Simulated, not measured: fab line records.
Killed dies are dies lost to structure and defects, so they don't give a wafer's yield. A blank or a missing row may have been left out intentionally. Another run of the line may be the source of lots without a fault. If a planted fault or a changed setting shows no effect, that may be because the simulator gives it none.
Matching of chambers | flow gf180mcu | GF_V4_CMP_26 on cmp-02: 4 sister chambers
The step polishes, stops on SiO2, t overpolish 15 s, target thk 0 nm. 4 wafers are shown with their chamber, then 11 later ones without.

== WAFERS, EACH WITH ITS CHAMBER ==
wafer  | chamber | motor current A (A)
L082.6 | 3       | 10.0
L087.3 | 0       | 10.1
L088.1 | 1       | 10.7
L092.1 | 2       | 10.3

== WAFERS WITH NO CHAMBER GIVEN ==
wafer  | motor current A (A)
L092.2 | 10.0
L092.4 | 10.2
L093.3 | 10.3
L093.4 | 10.3
L093.5 | 10.4
L095.2 | 9.8
L095.4 | 10.4
L095.6 | 10.6
L097.2 | 10.4
L097.4 | 9.6
L097.5 | 10.1

== WHICH CHAMBER EACH ONE RAN IN ==
wafer  | from the rows above               | in truth
L092.2 | can't be placed: 3 or 0 or 2      | 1
L092.4 | can't be placed: 0 or 2 or 3      | 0
L093.3 | can't be placed: 2 or 0 or 3      | 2
L093.4 | can't be placed: 2 or 0 or 3      | 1
L093.5 | can't be placed: 2 or 1 or 0 or 3 | 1
L095.2 | can't be placed: 3 or 0 or 2      | 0
L095.4 | can't be placed: 2 or 1 or 0 or 3 | 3
L095.6 | can't be placed: 1 or 2           | 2
L097.2 | can't be placed: 2 or 1 or 0 or 3 | 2
L097.4 | can't be placed: 3 or 0 or 2      | 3
L097.5 | can't be placed: 0 or 3 or 2      | 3
Placed correctly: 0 of 11. Cannot be placed on the basis of these rows: 11; the candidates contain the true chamber in 9. Placed wrongly: 0.
How it was worked out, from the rows above alone: a wafer's distance from a chamber is the root of the sum, over the readings, of the square of ((its reading less the chamber's mean) divided by the reading's scatter). If the next closest chamber is less than 2 further off than the closest, the wafer can't be placed; otherwise it belongs to the closest. The mean given for a chamber averages the wafers shown for that chamber. The scatter: root of mean squared gap, hidden wafer to nearest shown wafer, with one shown wafer a chamber.
